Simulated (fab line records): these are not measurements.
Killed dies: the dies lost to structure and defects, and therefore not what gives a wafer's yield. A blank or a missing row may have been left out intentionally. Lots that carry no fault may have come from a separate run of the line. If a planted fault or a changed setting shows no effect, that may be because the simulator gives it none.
Comparing a struck lot with a sound one || flow sky130 || 32 out of 708 route steps
Sound: wafers L958.2, L958.3, L958.5. Struck: wafers L960.3, L960.4, L960.6. The cause is given at the end.
Each step with rows lists, per side, the tool, then ch with its chambers, then its first start. Under that, the readings that differ: sound wafers || struck wafers || difference of the means || sigmas: that difference in standard deviations of wafers without a fault.
alike: same words and numbers on both sides, and readings whose means sit less than 2 such deviations apart. not compared: any withheld reading, any reading some wafer has no value for, any bound like >300 that may hide the same value, and any number with overlapping values for which the record gives no deviation.
The two part at a step that has a row with sigmas, a row that says differs or no value, or rows on one side only. Numbers that have no deviation but don't overlap get no sigmas and don't part them. Lack of a reading on every wafer of one side parts them only where that side has two or more wafers.

SKY_CAP2M_THK_MEAS_01:
  sound on filmMetro-04, day 40 02:18; struck on filmMetro-01, day 41 02:31
  alike: CAP2M_CVD_00_THK
SKY_CAP2M_SPUTTER_02: material TiN, target thk 200 nm, time 166.7 s.
  sound on pvdSputter-02, day 40 02:21; struck on pvdSputter-02, day 41 02:33
  alike: chamberPressurePa, susceptorTempC, throttleValvePct
SKY_CAP2M_RS_MEAS_03: uses a four-point probe to measure.
  sound on filmMetro-04, day 40 02:28; struck on filmMetro-03, day 41 02:42
  alike: CAP2M_TIN_RS
SKY_CAP2M_THK_MEAS_04: measures by xrf.
  sound on filmMetro-04, day 40 02:35; struck on filmMetro-03, day 41 02:48
  alike: CAP2M_TIN_THK
then, 7 steps without rows for these wafers: SKY_CAP2M_DEHYDRATE_05 (time 60 s); SKY_CAP2M_HMDS_06 (prime time 60 s); SKY_CAP2M_COAT_07 (resist thk 1140 nm); SKY_CAP2M_SOFTBAKE_08 (time 60 s); SKY_CAP2M_EXPOSE_09 (exposes mask CAP2M, target cd 1000 nm); SKY_CAP2M_PEB_10; SKY_CAP2M_DEVELOP_11 (develop time 60 s).
SKY_CAP2M_OVL_MEAS_12:
  sound on overlay-02, day 41 02:34; struck on overlay-02, day 42 02:29
{"reading": "CAP2M_OVL (nm)", "sound": "0.5 -0.7 -1.4", "struck": "3.7 4.0 2.5", "difference": "+3.9", "sigmas": "+3"}
SKY_CAP2M_METAL_ETCH_13: etches TiN in Cl2/BCl3, stops on SiO2, target depth 220 nm, time 62.9 s.
  sound on rieMetal-03 ch 0, day 41 02:36; struck on rieMetal-03 ch 0,1, day 42 02:32
{"reading": "oesProductAu (a.u.)", "sound": "0.944 0.939 0.938", "struck": "0.822 0.825 0.822", "difference": -0.117, "sigmas": -16}
{"reading": "runLengthS (s)", "sound": "91.2 91.5 91.1", "struck": "106.3 106.4 106.7", "difference": "+15.2", "sigmas": "+35"}
{"reading": "throttleValvePct (%)", "sound": "21.898 21.905 21.903", "struck": "21.976 21.967 21.979", "difference": "+0.072", "sigmas": "+9"}
{"reading": "model.NOVOLAK_of_CAP2M_COAT_07.thkNm (nm)", "sound": "998.1 997.5 997.4", "struck": "964.7 963.8 959", "difference": -35.2, "sigmas": ""}
{"reading": "model.CAP2M.featureDepthNm (nm)", "sound": "200.4 199 199.7", "struck": "201.8 202.6 202.1", "difference": "+2.5", "sigmas": ""}
{"reading": "model.SiO2_of_CAP2M_CVD_00.thkNm (nm)", "sound": "15.56 15.47 15.66", "struck": "9.84 10.21 10.02", "difference": -5.54, "sigmas": ""}
  alike: drypumpMotorCurrentA
  not compared: rfHoursCounterH
SKY_CAP2M_STRIP_14: strips in O2/N2.
  sound on plasmaAsher-02 ch 0,1, day 41 02:41; struck on plasmaAsher-04 ch 0,1, day 42 02:37
{"reading": "stripTimeToEndpointS (s)", "sound": "12.70 12.71 12.70", "struck": "12.34 12.31 12.26", "difference": -0.40, "sigmas": -10}
  alike: drypumpMotorCurrentA, oesProductAu
  not compared: rfHoursCounterH
then, 11 steps without rows for these wafers: SKY_CAP2M_STRIP_15 (strips in post etch residue remover, time 1200 s); SKY_CAP2M_CLEAN_16 (cleans in IPA, time 180 s); SKY_CAP2M_CLEAN_17 (cleans in O3/DIW); SKY_METAL4_DEHYDRATE_05 (time 60 s); SKY_METAL4_HMDS_06 (prime time 60 s); SKY_METAL4_COAT_07 (resist thk 60 nm); SKY_METAL4_COAT_08 (resist thk 1140 nm); SKY_METAL4_SOFTBAKE_09 (time 90 s); SKY_METAL4_EXPOSE_10 (exposes mask MM4, target cd 300 nm); SKY_METAL4_PEB_11; SKY_METAL4_DEVELOP_12 (develop time 60 s).
SKY_METAL4_CD_MEAS_13: the cd target is 300 nm.
  sound on cdSem-02, day 42 03:11; struck on cdSem-02, day 43 02:11
  alike: cdNm
SKY_METAL4_OVL_MEAS_14:
  sound on overlay-01, day 42 03:17; struck on overlay-02, day 43 02:17
  alike: METAL4_OVL
SKY_METAL4_DESCUM_15: chemistry O2, time 8 s.
  sound on rieMetal-04 ch 1, day 42 03:19; struck on rieMetal-04 ch 0,1, day 43 02:19
  alike: drypumpMotorCurrentA, oesProductAu
  not compared: rfHoursCounterH
SKY_METAL4_ETCH_16: etches BARC in N2/H2, stops on SiO2, time 88.2 s, target depth 60 nm.
  sound on rieMetal-04 ch 1, day 42 03:22; struck on rieMetal-04 ch 0,1, day 43 02:22
  alike: drypumpMotorCurrentA, oesProductAu, runLengthS, throttleValvePct
  not compared: rfHoursCounterH
SKY_METAL4_ETCH_17: etches SiO2 in C4F8/O2/Ar, stops on TiN, time 3.9 s, target depth 15 nm.
  sound on rieDiel-01 ch 0,1,2, day 42 03:27; struck on rieDiel-03 ch 0,1,2, day 43 02:26
{"reading": "oesProductAu (a.u.)", "sound": "0.746 0.749 0.761", "struck": "0.613 0.625 0.623", "difference": -0.132, "sigmas": -20}
  not compared: rfHoursCounterH
SKY_METAL4_METAL_ETCH_18: etches the open film in Cl2/BCl3, stops on SiO2, target depth 845 nm, time 183.1 s.
  sound on rieMetal-01 ch 0,1, day 42 03:28; struck on rieMetal-02 ch 0,1, day 43 02:31
  alike: drypumpMotorCurrentA, oesProductAu, runLengthS, throttleValvePct
  not compared: rfHoursCounterH
SKY_PAD_OPEN_PROBE_99:
  sound wafers here have rows in the record (prober-02, day 46 05:50); struck ones have none

== WHERE THEY PART ==
At SKY_CAP2M_OVL_MEAS_12 first; at SKY_PAD_OPEN_PROBE_99 last (within this record only).

WHY: whatever the simulator had introduced
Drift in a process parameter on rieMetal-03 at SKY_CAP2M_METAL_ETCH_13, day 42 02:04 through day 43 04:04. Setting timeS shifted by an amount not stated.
